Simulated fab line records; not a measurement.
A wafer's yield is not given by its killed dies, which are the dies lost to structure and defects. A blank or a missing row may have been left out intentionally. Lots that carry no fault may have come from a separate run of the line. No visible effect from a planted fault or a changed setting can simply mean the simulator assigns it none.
fab line records	flow sky130
record lots=5	wafers=15	last_day=49
route steps=708 shown FIELD_ISO@1 PAD_OPEN@708
lots untouched by any fault: they come from a run of this same line in which no faults occurred
start_h: hours from the record's first day to the start of the lot's first wafer shown	wait_h: time in hours since the lot's previous step	" same as the row above	L1.1+2: a single row standing in for several wafers	- either no value or no given start	* or withheld: withheld	< > ~ a bound
route shown NAME@n: a module of which the file shows steps, and the number in the route of the first	usual: mean and standard deviation over wafers with no fault	same: alike in all rows	chamber/n: place in a boat	sites: each site's reading	_std_site: the standard deviation of these	_edge_site: inner sites' mean taken away from outer sites' mean	radius_mm: for every site, how far away it sits from the centre of the wafer	mask NAME#n: copy n	behind: the tool/chamber that last shaped the wafer	hold: reason for holding the lot/hours on hold/outcome of the hold	device: which transistor (n, p or np) failed to switch	end of line: the tests these same wafers got at the end of their route	where a step has no rows: the recipe by itself	killed: not the wafer's yield, but the dies lost to structure and defects at the first sort	map: the dies of a wafer, with x for killed, . for not killed, _ for no die there
set.NAME: the setting as run; set.NAME@STEP: as run at that earlier step	model.NAME: the simulator's own value behind a step, which no gauge read
lots at selected steps of the route; one table per step, one row per wafer
services: the hour from which a tool's chamber was out of use, counted from the record's first day as start_h (under 0 if before that day), plus the number of hours and why
## steps
# step SKY_FIELD_ISO_BOW_MEAS_00
# recipe mode=bow
# usual INCOMING_BOW=-1/6.6
lot.wafer	tool	chamber	start_h	wait_h	INCOMING_BOW[um]
L457.2	film_metro-01	-	10.02	-	3
L457.3	"	-	"	"	4
L457.4	"	-	"	"	-7
L460.4	film_metro-01	-	25.06	-	-16
L460.5	"	-	"	"	11
L460.6	"	-	"	"	10
L468.1	film_metro-01	-	65.00	-	7
L468.2	"	-	"	"	-3
L468.6	"	-	"	"	5
L475.3	film_metro-04	-	100.04	-	-4
L475.5	"	-	"	"	-9
L475.6	"	-	"	"	17
L477.2	film_metro-04	-	110.02	-	-11
L477.3	"	-	"	"	-8
L477.4	"	-	"	"	9
# step SKY_FIELD_ISO_OXIDATION_01
# recipe temp_c=900	ambient=O2	stabilise_s=600	purge_s=300	target_thk_a=120	ox_time_s=1843
# step SKY_FIELD_ISO_THK_MEAS_02
# recipe reads=SiO2_of_FIELD_ISO_OXIDATION_01
# usual FIELD_ISO_OXIDATION_00_THK=11.90/0.22
lot.wafer	tool	chamber	start_h	wait_h	FIELD_ISO_OXIDATION_00_THK[nm]
L457.2	film_metro-03	-	11.64	0.0	11.78
L457.3	"	-	"	"	12.01
L457.4	"	-	"	"	11.77
L460.4	film_metro-03	-	26.83	0.0	11.84
L460.5	"	-	"	"	11.62
L460.6	"	-	"	"	11.77
L468.1	film_metro-01	-	66.63	0.0	11.73
L468.2	"	-	"	"	11.79
L468.6	"	-	"	"	11.96
L475.3	film_metro-01	-	102.33	0.0	11.42
L475.5	"	-	"	"	11.47
L475.6	"	-	"	"	11.49
L477.2	film_metro-01	-	112.43	0.0	11.58
L477.3	"	-	"	"	11.58
L477.4	"	-	"	"	11.77
# step SKY_FIELD_ISO_CVD_03
# recipe material=Si3N4	precursor=DCS/NH3	target_thk_nm=165	temp_c=770	time_s=2830	pressure_mtorr=250
# step SKY_FIELD_ISO_THK_MEAS_04
# recipe reads=Si3N4_of_FIELD_ISO_CVD_03
# usual FIELD_ISO_CVD_03_THK=163.8/1.5
lot.wafer	tool	chamber	start_h	wait_h	FIELD_ISO_CVD_03_THK[nm]
L457.2	film_metro-01	-	14.23	0.0	164.9
L457.3	"	-	"	"	164.5
L457.4	"	-	"	"	163.9
L460.4	film_metro-01	-	28.67	0.0	163.1
L460.5	"	-	"	"	163.7
L460.6	"	-	"	"	164.3
L468.1	film_metro-01	-	69.24	0.0	163.3
L468.2	"	-	"	"	163.2
L468.6	"	-	"	"	162.1
L475.3	film_metro-01	-	104.18	0.0	163.8
L475.5	"	-	"	"	163.6
L475.6	"	-	"	"	162.8
L477.2	film_metro-03	-	114.28	0.0	164.0
L477.3	"	-	"	"	164.9
L477.4	"	-	"	"	163.4
# step SKY_FIELD_ISO_DEHYDRATE_05
# recipe temp_c=200	time_s=60
# step SKY_FIELD_ISO_HMDS_06
# recipe prime_time_s=60	prime_temp_c=120
# step SKY_FIELD_ISO_COAT_07
# recipe resist=BARC	temp_c=withheld	time_s=withheld	spin_rpm=3000	resist_thk_nm=60
# step SKY_FIELD_ISO_COAT_08
# recipe resist=KrF-thick	spin_rpm=3000	resist_thk_nm=450
# step SKY_FIELD_ISO_SOFTBAKE_09
# recipe temp_c=100	time_s=90	resist=KrF-thick
# step SKY_FIELD_ISO_EXPOSE_10
# recipe mask_id=FOM	na=0.68	source_shape=annular	sigma_inner=0.4	sigma_outer=0.8	target_cd_nm=150	dose_mj=28
# usual exposure_dose_mJ_cm2=28.005/0.029
lot.wafer	tool	chamber	start_h	wait_h	mask	exposure_dose_mJ_cm2
L457.2	krf_scanner-01	0	21.77	-	FOM#0	28.037
L457.3	"	0	"	"	FOM#0	27.980
L457.4	"	0	"	"	FOM#0	28.009
L460.4	krf_scanner-01	0	36.72	-	FOM#0	28.020
L460.5	"	0	"	"	FOM#0	28.002
L460.6	"	0	"	"	FOM#0	28.033
L468.1	krf_scanner-01	0	77.99	-	FOM#0	28.023
L468.2	"	0	"	"	FOM#0	27.974
L468.6	"	0	"	"	FOM#0	27.975
L475.3	krf_scanner-02	0	114.01	-	FOM#0	27.984
L475.5	"	0	"	"	FOM#0	27.990
L475.6	"	0	"	"	FOM#0	27.970
L477.2	krf_scanner-02	0	123.29	-	FOM#0	28.028
L477.3	"	0	"	"	FOM#0	28.030
L477.4	"	0	"	"	FOM#0	27.997
# step SKY_FIELD_ISO_PEB_11
# recipe peb_temp_c=withheld	peb_time_s=withheld	resist=KrF-thick
# step SKY_FIELD_ISO_DEVELOP_12
# recipe develop_time_s=60	resist=KrF-thick	dev_temp_c=21
# step SKY_FIELD_ISO_CD_MEAS_13
# recipe target_cd_nm=150
# usual cd_nm=149.7/1.6
lot.wafer	tool	chamber	start_h	wait_h	cd_nm
L457.2	cd_sem-02	-	28.34	-	148.2
L457.3	"	-	"	"	147.6
L457.4	"	-	"	"	148.6
L460.4	cd_sem-02	-	44.29	-	149.6
L460.5	"	-	"	"	147.5
L460.6	"	-	"	"	147.6
L468.1	cd_sem-02	-	86.23	-	83.1
L468.2	"	-	"	"	84.6
L468.6	"	-	"	"	150.8
L475.3	cd_sem-01	-	122.39	-	150.4
L475.5	"	-	"	"	151.6
L475.6	"	-	"	"	151.3
L477.2	cd_sem-02	-	132.62	-	152.3
L477.3	"	-	"	"	152.2
L477.4	"	-	"	"	152.9
# step SKY_FIELD_ISO_ETCH_14
# recipe chemistry=N2/H2	target=BARC	ion_energy_ev=200	source_w=500	bias_w=100	pressure_mtorr=30	n2_flow_sccm=100	h2_flow_sccm=200	stop_on=SiO2	time_s=45.9	target_depth_a=600
# usual drypump_motor_current_A=5.7/0.56	oes_product_au=0.854/0.0049	throttle_valve_pct=13.225/0.01
lot.wafer	tool	chamber	start_h	wait_h	drypump_motor_current_A	oes_product_au	rf_hours_counter_h	throttle_valve_pct	model.FIELD_ISO.cd_nm
L457.2	rie_diel-01	2	28.44	0.1	5.4	0.857	170	13.255	150.1
L457.3	"	0	"	"	5.9	0.858	5	13.230	147.7
L457.4	"	1	"	"	5.3	0.850	57	13.234	148
L460.4	rie_diel-03	3	44.35	0.0	6.6	0.864	173	13.229	148.3
L460.5	"	3	"	"	6.6	0.852	-	13.229	146.2
L460.6	"	2	"	"	5.7	0.858	-	13.228	147.2
L468.1	rie_diel-03	2	86.35	0.1	5.7	0.853	2	13.223	83.63
L468.2	"	3	"	"	6.6	0.853	0	13.238	84.93
L468.6	"	3	"	"	6.6	0.849	-	13.208	150.9
L475.3	rie_diel-01	0	122.47	0.1	5.9	0.860	7	13.235	151
L475.5	"	1	"	"	5.3	0.858	-	13.221	151.2
L475.6	"	0	"	"	5.9	0.842	-	13.211	152.3
L477.2	rie_diel-03	0	132.72	0.1	6.3	0.854	39	13.231	151.6
L477.3	"	2	"	"	5.8	0.850	3	13.217	153.1
L477.4	"	1	"	"	4.9	0.851	69	13.224	152.9
# step SKY_FIELD_ISO_ETCH_15
# recipe chemistry=CHF3/O2	target_depth_nm=180	stop_on=Si	source_w=600	bias_w=200	pressure_mtorr=40	chf3_flow_sccm=50	O2_flow_sccm=5	time_s=72
# usual drypump_motor_current_A=5.7/0.56	oes_product_au=0.942/0.0066	throttle_valve_pct=8.843/0.0095
lot.wafer	tool	chamber	start_h	wait_h	drypump_motor_current_A	oes_product_au	rf_hours_counter_h	throttle_valve_pct
L457.2	rie_diel-01	2	28.48	0.0	5.4	0.950	170	8.845
L457.3	"	0	"	"	5.9	0.944	5	8.843
L457.4	"	1	"	"	5.3	0.946	57	8.834
L460.4	rie_diel-03	3	44.39	0.0	6.6	0.934	173	8.849
L460.5	"	3	"	"	6.6	0.939	-	8.833
L460.6	"	2	"	"	5.7	0.937	-	8.840
L468.1	rie_diel-03	2	86.39	0.0	5.8	0.936	2	8.849
L468.2	"	3	"	"	6.6	0.946	0	8.831
L468.6	"	3	"	"	6.6	0.931	-	8.862
L475.3	rie_diel-01	0	122.51	0.0	5.8	0.939	7	8.841
L475.5	"	1	"	"	5.3	0.934	-	8.848
L475.6	"	0	"	"	5.8	0.929	-	8.841
L477.2	rie_diel-03	0	132.76	0.0	6.3	0.938	39	8.837
L477.3	"	2	"	"	5.8	0.939	3	8.862
L477.4	"	1	"	"	4.9	0.943	69	8.852
# step SKY_FIELD_ISO_STRIP_16
# recipe chemistry=O2/N2	power_w=1400	pressure_mtorr=1500	platen_temp_c=withheld	o2_flow_sccm=3000	n2_flow_sccm=300	overash_fraction=0.5
# usual drypump_motor_current_A=5.64/0.28	o2_flow_sccm=3000/8.7	oes_product_au=0.379/0.005	strip_time_to_endpoint_s=3.55/0.041
lot.wafer	tool	chamber	start_h	wait_h	drypump_motor_current_A	o2_flow_sccm	oes_product_au	rf_hours_counter_h	strip_time_to_endpoint_s
L457.2	plasma_asher-01	0	28.53	0.0	5.56	2991	0.372	34	3.51
L457.3	"	1	"	"	5.43	2999	0.373	-	3.51
L457.4	"	0	"	"	5.52	2998	0.381	-	3.54
L460.4	plasma_asher-03	1	44.48	0.1	5.90	2990	0.379	-	3.60
L460.5	"	1	"	"	5.93	2999	0.382	-	3.62
L460.6	"	0	"	"	5.21	3001	0.381	-	3.60
L468.1	plasma_asher-04	1	86.45	0.0	5.72	2989	0.379	42	3.65
L468.2	"	0	"	"	6.08	2997	0.379	42	3.57
L468.6	"	0	"	"	6.09	2992	0.380	-	3.57
L475.3	plasma_asher-01	1	122.60	0.1	5.42	3005	0.381	-	3.54
L475.5	"	0	"	"	5.54	3014	0.374	-	3.54
L475.6	"	1	"	"	5.44	3001	0.382	-	3.53
L477.2	plasma_asher-04	0	132.82	0.0	6.08	2994	0.385	1	3.57
L477.3	"	0	"	"	6.09	2994	0.385	-	3.63
L477.4	"	1	"	"	5.69	3007	0.371	-	3.49
# step SKY_FIELD_ISO_ETCH_17
# recipe target_depth_a=3420	mask_material=Si3N4	chemistry=HBr/Cl2/O2	target=Si	taper_deg=5	icp_w=600	bias_w=150	pressure_mtorr=15	HBr_flow_sccm=150	Cl2_flow_sccm=40	O2_flow_sccm=6	time_s=97.7
# usual HBr_flow_sccm=150.0/0.45	drypump_motor_current_A=5.72/0.27	oes_product_au=1.000/0.015	throttle_valve_pct=25.657/0.013
lot.wafer	tool	chamber	start_h	wait_h	HBr_flow_sccm	drypump_motor_current_A	oes_product_au	rf_hours_counter_h	throttle_valve_pct	model.FIELD_ISO.cd_nm
L457.2	rie_si-01	2	28.63	0.1	149.6	5.63	0.983	4	25.675	150.1
L457.3	"	3	"	"	150.4	6.04	1.023	133	25.636	145.6
L457.4	"	0	"	"	150.5	6.24	1.003	61	25.659	146.8
L460.4	rie_si-01	2	44.55	0.0	150.2	5.62	0.981	4	25.678	153.2
L460.5	"	0	"	"	150.0	6.20	1.001	-	25.653	150.7
L460.6	"	3	"	"	149.8	6.04	1.026	-	25.638	145.7
L468.1	rie_si-01	2	86.55	0.1	149.7	5.59	0.970	4	25.659	80.74
L468.2	"	1	"	"	150.2	5.38	1.015	129	25.667	85.53
L468.6	"	2	"	"	149.6	5.62	0.972	-	25.685	151.9
L475.3	rie_si-02	1	122.67	0.0	149.9	5.41	0.987	3	25.671	149.8
L475.5	"	0	"	"	150.5	5.63	1.004	-	25.663	149.6
L475.6	"	3	"	"	149.1	5.61	1.015	-	25.646	150.8
L477.2	rie_si-01	3	132.92	0.1	150.3	6.08	1.021	134	25.659	150
L477.3	"	1	"	"	149.2	5.41	0.997	129	25.642	151.4
L477.4	"	0	"	"	149.2	6.23	0.998	61	25.669	150.1
# step SKY_FIELD_ISO_WET_ETCH_18
# recipe chemistry=H3PO4	target_depth_nm=25	temp_c=160	target=Si3N4	time_s=286
# step SKY_PAD_OPEN_PROBE_99
# usual killed_at_M0_to_M3=45/6.6	killed_at_M4_up=3.1/1.6	killed_at_contacts=24/5	killed_at_front_end=14/4.4	killed_at_other=0.3/0.58	killed_dies=87/9.2	killed_on_rim=17/3.6	killed_open=47/6.7	killed_short=40/6.4
# same gross_dies=492	killed_at_back_side=0
lot.wafer	tool	chamber	start_h	wait_h	killed_at_M0_to_M3	killed_at_M4_up	killed_at_contacts	killed_at_front_end	killed_at_other	killed_dies	killed_on_rim	killed_open	killed_short
L457.2	prober-01	-	1074.20	0.1	50	2	30	15	1	98	23	50	48
L457.3	prober-01	-	1074.25	0.2	54	2	28	9	0	93	21	54	39
L457.4	prober-01	-	1074.30	0.2	38	5	31	12	0	86	20	44	42
L460.4	prober-02	-	1096.06	0.2	49	1	16	11	1	78	17	39	39
L460.5	prober-02	-	1096.11	0.2	39	2	18	7	2	68	15	39	29
L460.6	prober-02	-	1096.16	0.2	33	2	23	12	1	71	16	34	37
L468.1	prober-02	-	1140.22	0.1	46	4	17	425	0	492	96	46	36
L468.2	prober-02	-	1140.27	0.1	44	3	21	424	0	492	96	44	41
L468.6	prober-02	-	1140.47	0.2	45	2	30	11	1	89	16	58	31
L475.3	prober-02	-	1182.10	0.2	51	5	15	13	1	85	16	47	38
L475.5	prober-02	-	1182.20	0.2	46	3	15	16	0	80	17	44	36
L475.6	prober-02	-	1182.25	0.2	44	0	20	15	1	80	23	46	34
L477.2	prober-02	-	1184.95	0.1	51	1	29	16	0	97	20	58	39
L477.3	prober-02	-	1185.00	0.2	49	4	22	15	0	90	20	60	30
L477.4	prober-02	-	1185.05	0.2	47	2	20	21	0	90	14	46	44
# killed by level:class
L457.2 CONTACT:geometric_particle:open=13 LI_CONTACT:geometric_particle:open=12 VIA1:geometric_particle:open=9 VIA1:geometric_particle:short=9 METAL1:geometric_particle:short=8 VIA2:geometric_particle:open=7 POLY_GATE:geometric_particle:short=6 METAL2:geometric_particle:short=5
L457.3 CONTACT:geometric_particle:open=14 VIA3:geometric_particle:open=11 VIA1:geometric_particle:open=10 VIA2:geometric_particle:open=9 METAL2:geometric_particle:short=6 LOCAL_INTERCONNECT:geometric_particle:short=6 CONTACT:geometric_particle:short=6 VIA2:geometric_particle:short=5
L457.4 CONTACT:geometric_particle:open=14 VIA1:geometric_particle:open=7 VIA1:geometric_particle:short=6 VIA3:geometric_particle:open=6 LI_CONTACT:geometric_particle:short=5 LI_CONTACT:geometric_particle:open=5 CONTACT:geometric_particle:short=5 VIA2:geometric_particle:open=5
L460.4 VIA3:geometric_particle:open=10 VIA2:geometric_particle:short=9 VIA1:geometric_particle:open=8 METAL2:geometric_particle:short=5 CONTACT:geometric_particle:open=5 METAL1:geometric_particle:short=5 LI_CONTACT:geometric_particle:open=4 METAL1:geometric_particle:open=4
L460.5 VIA2:geometric_particle:open=11 VIA1:geometric_particle:open=7 LI_CONTACT:geometric_particle:open=6 LOCAL_INTERCONNECT:geometric_particle:short=4 METAL1:geometric_particle:short=4 METAL2:geometric_particle:short=4 VIA2:geometric_particle:short=4 VIA3:geometric_particle:open=4
L460.6 LI_CONTACT:geometric_particle:short=6 CONTACT:geometric_particle:short=6 VIA2:geometric_particle:open=6 VIA3:geometric_particle:open=6 CONTACT:geometric_particle:open=5 FIELD_ISO:geometric_particle:short=4 VIA1:geometric_particle:open=4 POLY_GATE:geometric_particle:open=3
L468.1 FIELD_ISO:area_expose=410 VIA1:geometric_particle:open=10 LI_CONTACT:geometric_particle:open=7 METAL2:geometric_particle:short=7 VIA2:geometric_particle:open=6 VIA3:geometric_particle:open=6 CONTACT:geometric_particle:open=5 METAL1:geometric_particle:short=5
L468.2 FIELD_ISO:area_expose=407 CONTACT:geometric_particle:open=10 VIA1:geometric_particle:open=10 VIA2:geometric_particle:open=6 VIA3:geometric_particle:open=6 METAL2:geometric_particle:short=5 FIELD_ISO:geometric_particle:open=4 POLY_GATE:geometric_particle:short=4
L468.6 CONTACT:geometric_particle:open=12 LI_CONTACT:geometric_particle:open=11 VIA1:geometric_particle:open=9 METAL1:geometric_particle:short=8 METAL2:geometric_particle:short=7 VIA2:geometric_particle:open=7 VIA3:geometric_particle:open=5 FIELD_ISO:geometric_particle:open=4
L475.3 VIA1:geometric_particle:open=13 VIA3:geometric_particle:open=8 VIA1:geometric_particle:short=7 VIA2:geometric_particle:open=7 METAL2:geometric_particle:short=6 LI_CONTACT:geometric_particle:open=5 POLY_GATE:geometric_particle:short=4 METAL4:geometric_particle:short=4
L475.5 VIA1:geometric_particle:open=15 POLY_GATE:geometric_particle:open=8 VIA2:geometric_particle:open=8 METAL2:geometric_particle:short=7 CONTACT:geometric_particle:open=6 CONTACT:geometric_particle:short=5 VIA1:geometric_particle:short=4 METAL1:geometric_particle:short=4
L475.6 CONTACT:geometric_particle:open=9 VIA1:geometric_particle:open=9 VIA3:geometric_particle:open=8 VIA1:geometric_particle:short=7 FIELD_ISO:geometric_particle:short=5 METAL2:geometric_particle:short=5 FIELD_ISO:geometric_particle:open=4 LI_CONTACT:geometric_particle:open=4
L477.2 VIA1:geometric_particle:open=16 CONTACT:geometric_particle:open=9 LI_CONTACT:geometric_particle:open=8 VIA2:geometric_particle:open=8 LOCAL_INTERCONNECT:geometric_particle:short=7 METAL2:geometric_particle:short=6 POLY_GATE:geometric_particle:open=6 VIA3:geometric_particle:open=6
L477.3 VIA1:geometric_particle:open=15 VIA3:geometric_particle:open=8 CONTACT:geometric_particle:open=8 LI_CONTACT:geometric_particle:open=7 VIA2:geometric_particle:open=7 FIELD_ISO:geometric_particle:open=5 FIELD_ISO:geometric_particle:short=4 CONTACT:geometric_particle:short=4
L477.4 VIA3:geometric_particle:open=11 LI_CONTACT:geometric_particle:open=8 METAL1:geometric_particle:short=8 METAL2:geometric_particle:short=7 VIA1:geometric_particle:open=6 FIELD_ISO:geometric_particle:open=5 POLY_GATE:geometric_particle:short=5 FIELD_ISO:geometric_particle:short=4
# map L468.1 (x killed, . not)
__________xxxxxxxxxx_________
________xxxxxxxxxxxxxx_______
______xxxxxxxxxxxxxxxxxx_____
_____xxxxxxxxxxxxxxxxxxxx____
____xxxxxxxxxxxxxxxxxxxxxx___
___xxxxxxxxxxxxxxxxxxxxxxxx__
__xxxxxxxxxxxxxxxxxxxxxxxxxx_
_xxxxxxxxxxxxxxxxxxxxxxxxxxxx
_xxxxxxxxxxxxxxxxxxxxxxxxxxxx
_xxxxxxxxxxxxxxxxxxxxxxxxxxxx
_xxxxxxxxxxxxxxxxxxxxxxxxxxxx
_xxxxxxxxxxxxxxxxxxxxxxxxxxxx
_xxxxxxxxxxxxxxxxxxxxxxxxxxxx
_xxxxxxxxxxxxxxxxxxxxxxxxxxxx
_xxxxxxxxxxxxxxxxxxxxxxxxxxxx
__xxxxxxxxxxxxxxxxxxxxxxxxxx_
___xxxxxxxxxxxxxxxxxxxxxxxx__
____xxxxxxxxxxxxxxxxxxxxxx___
_____xxxxxxxxxxxxxxxxxxxx____
______xxxxxxxxxxxxxxxxxx_____
________xxxxxxxxxxxxxx_______
__________xxxxxxxxxx_________
# map L457.2 (x killed, . not)
__________....x..xxx_________
________...x..xx.....x_______
______...x....x..x.....x_____
_____.x.......x.x..x...x.____
____x....x.x..x..x..x..xx.___
___....x............x..x...__
__....x.....x....xx......x.._
_...x..x..........x...xx.....
_x...x.....x...x....xx.......
_x.x...x........x.x.x........
_....x...x.....xxx..x.......x
_....x...x..x................
_x...........x....x..x....x..
_.xx...x...x....x............
_.........x...........x......
__xx.x..x.........x........._
___..x...x....x...........x__
____...x.................x___
_____xx.x......x.xx..x..x____
______x........x........_____
________.x...x..xxx..._______
__________.........._________
## services
tool	chamber	start_h	hours	kind
krf_scanner-01	-	1.42	1.3	pm
rie_diel-01	-	3.04	2.5	repair
plasma_asher-03	-	6.02	0.8	repair
krf_scanner-01	-	13.36	0.4	repair
rie_si-01	0	18.98	3.4	repair
plasma_asher-03	-	40.52	2.0	repair
rie_si-01	-	41.86	0.1	repair
rie_diel-03	3	55.68	6.3	repair
rie_diel-03	3	62.00	-	clean
rie_diel-03	3	62.00	18.2	scheduled_down
rie_diel-03	3	62.00	18.2	vent_cycle
rie_diel-01	3	63.95	-	clean
rie_diel-01	3	63.95	-	consumable_replace:esc
rie_diel-01	3	63.95	24.9	scheduled_down
rie_diel-01	3	63.95	24.9	vent_cycle
krf_scanner-02	-	80.83	0.8	pm
rie_diel-01	2	88.82	-	clean
rie_diel-01	2	88.82	20.9	scheduled_down
rie_si-01	0	90.36	4.5	repair
krf_scanner-01	-	93.39	0.8	pm
plasma_asher-04	-	108.75	9.0	pm
plasma_asher-04	-	110.18	14.2	repair
krf_scanner-02	-	117.43	1.0	pm
rie_si-01	0	123.01	5.6	repair
## key
first_sign step=SKY_FIELD_ISO_CD_MEAS_13	reading=cd_nm	direction=down	sigmas=40	usual=149.7	struck=83.8
effect step=SKY_PAD_OPEN_PROBE_99	reading=killed_at_front_end	direction=up	sigmas=94	usual=14	struck=424
model_effect step=SKY_FIELD_ISO_ETCH_14	value=FIELD_ISO.cd_nm	without=150.8	struck=84.28
model_effect step=SKY_FIELD_ISO_ETCH_17	value=FIELD_ISO.cd_nm	without=149.6	struck=83.13
more_kills_born_at SKY_FIELD_ISO_EXPOSE_10@krf_scanner-01=817
met_at SKY_FIELD_ISO_EXPOSE_10
struck_wafers L468.1,L468.2
later_rows_left_out L468.1,L468.2
tester_left_out L468
onset_between 36.72 77.99
fault kind=process_parameter_drift	tool=krf_scanner-01	chamber=-	onset_h=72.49	steps=SKY_FIELD_ISO_EXPOSE_10	channel=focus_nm	offset=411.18	shape=step	end_h=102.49	scope=struck_wafers_only
# tester_left_out: of these lots the tester's yield and bins aren't shown, on N5 and GAA mostly nor the transistor test; their killed dies are dies lost to structure and defects alone, not to doping, threshold or leakage, so they don't give the yield
# later_rows_left_out: the simulator's readings of these wafers behind a module that went badly wrong aren't trusted and aren't shown, but for the sort
